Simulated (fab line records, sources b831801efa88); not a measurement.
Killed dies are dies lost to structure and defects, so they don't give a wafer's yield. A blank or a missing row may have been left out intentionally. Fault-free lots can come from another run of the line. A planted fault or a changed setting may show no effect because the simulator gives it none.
Split-lot trial -- flow sky130 -- 5 lots, 23 wafers read, on a route of 708 steps

ON THE SPLIT
At SKY_NWELL_IMPLANT_13, the setting energy-kev was moved away from the recipe's 50 on 9 of the 23 wafers read, by -4.4% to +4.7%. This setting was run at the recipe's value on the other wafers.

The split's own step is where the reading is taken.

THE READING
The simulator's own value implant.drp-nm, read by no gauge, in nm at SKY_NWELL_IMPLANT_13. The file gives no usual value for it.

wafer,"tool, chamber at the split",energy-kev as run,against the recipe,"implant.drp-nm, nm",against lot-mates on the recipe
L076.1,"implanter-04, 0",50,recipe,25.55,-
L076.2,"implanter-04, 0",50,recipe,25.55,-
L076.5,"implanter-04, 0",50,recipe,25.55,-
L076.4,"implanter-04, 0",51.48,+3.0%,26.18,+0.63
L076.6,"implanter-04, 0",51.48,+3.0%,26.18,+0.63
L079.1,"implanter-02, 0",50,recipe,25.55,-
L079.3,"implanter-02, 0",50,recipe,25.55,-
L079.4,"implanter-02, 0",50,recipe,25.55,-
L079.5,"implanter-02, 0",47.79,-4.4%,24.6,-0.95
L079.6,"implanter-02, 0",47.79,-4.4%,24.6,-0.95
L080.2,"implanter-04, 0",51.46,+2.9%,26.17,+0.62
L080.3,"implanter-04, 0",51.46,+2.9%,26.17,+0.62
L080.5,"implanter-04, 0",51.46,+2.9%,26.17,+0.62
L080.4,"implanter-04, 0",50,recipe,25.55,-
L080.6,"implanter-04, 0",50,recipe,25.55,-
L083.1,"implanter-01, 0",50,recipe,25.55,-
L083.5,"implanter-01, 0",50,recipe,25.55,-
L083.6,"implanter-01, 0",50,recipe,25.55,-
L083.3,"implanter-01, 0",52.34,+4.7%,26.54,+0.99
L083.4,"implanter-01, 0",52.34,+4.7%,26.54,+0.99
L084.3,"implanter-04, 0",50,recipe,25.55,-
L084.4,"implanter-04, 0",50,recipe,25.55,-
L084.6,"implanter-04, 0",50,recipe,25.55,-

THE FIT
A straight line over all 23 wafers: implant.drp-nm changes by +0.213 nm for each +1% of energy-kev; r = +1.00; the points scatter about the line by 0.003 nm.
The same after taking each lot's own level away (the mean of its wafers on the recipe; 23 wafers): +0.213 nm for each +1%; r = +1.00; scatter 0.003 nm.
According to that fit, moving energy-kev by its largest amount changes the reading by 1 nm.
The lots' own levels span 25.550 to 25.550 nm.
Hence the lot-to-lot level has little effect on the slope; both slopes agree.
Check: for one of the wafers moved furthest among these (+4.7%), held out of the fit, the line's prediction against its lot-mates is +0.997 nm. Against them it came out at +0.99 nm.

THESE WAFERS: OTHER SPLITS
Other splits were also applied to these wafers ahead of the reading. Each is held against what the fit with the lots' levels taken away leaves over:
other split on the same wafers,wafers away from the commonest value,r with implant.drp-nm (lot level and that fit taken away)
SKY_FIELD_ISO_EXPOSE_10 dose-mj,11,-0.28
SKY_FIELD_ISO_ETCH_17 icp-w,6,-0.03
SKY_PWDE_IMPLANT_08 energy-kev,8,+0.05

THE WHOLE CHAIN: every reading that the file lists as answering this split, in the file's order
step,what it does,reading,change (the file's fit),r (the file's)
SKY_NWELL_IMPLANT_13,,"implant.rp-nm (the simulator's own value, which no gauge read)",+0.608 nm for each +1% of the setting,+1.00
SKY_NWELL_IMPLANT_13,,"implant.drp-nm (the simulator's own value, which no gauge read)",+0.214 nm for each +1% of the setting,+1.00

FILE'S OWN FIT
implant.drp-nm changes by +0.214 nm for each +1% of energy-kev, r = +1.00.
